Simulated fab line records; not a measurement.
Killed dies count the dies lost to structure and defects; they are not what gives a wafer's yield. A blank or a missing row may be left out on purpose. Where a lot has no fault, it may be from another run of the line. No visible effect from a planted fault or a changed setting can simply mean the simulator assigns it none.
Chamber matching	flow gf180mcu	GF_MIM_CVD_05 on pecvd-02 has 3 sister chambers
The step deposits Si3N4, target thk 42 nm, time 29.086 s. 6 wafers are shown with their chamber, then 7 later ones without.

== WAFERS WITH THEIR CHAMBER ==
wafer	chamber	heater power w (W)
L082.3	1	673
L082.5	1	541
L089.3	2	597
L089.6	0	742
L090.3	2	649
L090.5	0	800

== WAFERS WITH NO CHAMBER GIVEN ==
wafer	heater power w (W)
L090.6	659
L096.1	563
L096.2	746
L096.3	590
L096.4	552
L096.5	745
L096.6	596

== EACH ONE'S CHAMBER ==
wafer	from the rows above	in truth
L090.6	can't be placed: 2 or 1 or 0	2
L096.1	can't be placed: 1 or 2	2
L096.2	can't be placed: 0 or 2 or 1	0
L096.3	can't be placed: 1 or 2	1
L096.4	can't be placed: 1 or 2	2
L096.5	can't be placed: 0 or 2 or 1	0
L096.6	can't be placed: 1 or 2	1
Correctly placed: 0 of 7. From these rows, 7 cannot be placed; in 7 the true chamber is one of the candidates. Wrongly placed: 0.
How it was worked out, from the rows above alone: a wafer's distance from a chamber is the root of the sum, over the readings, of the square of ((its reading less the chamber's mean) divided by the reading's scatter). If the next closest chamber is less than 2 further off than the closest, the wafer can't be placed; otherwise it belongs to the closest. A chamber's mean is the mean of its shown wafers. The scatter: take each reading less its chamber's mean, square it, sum over the shown wafers, divide by the number of wafers less the number of chambers, and take the root.
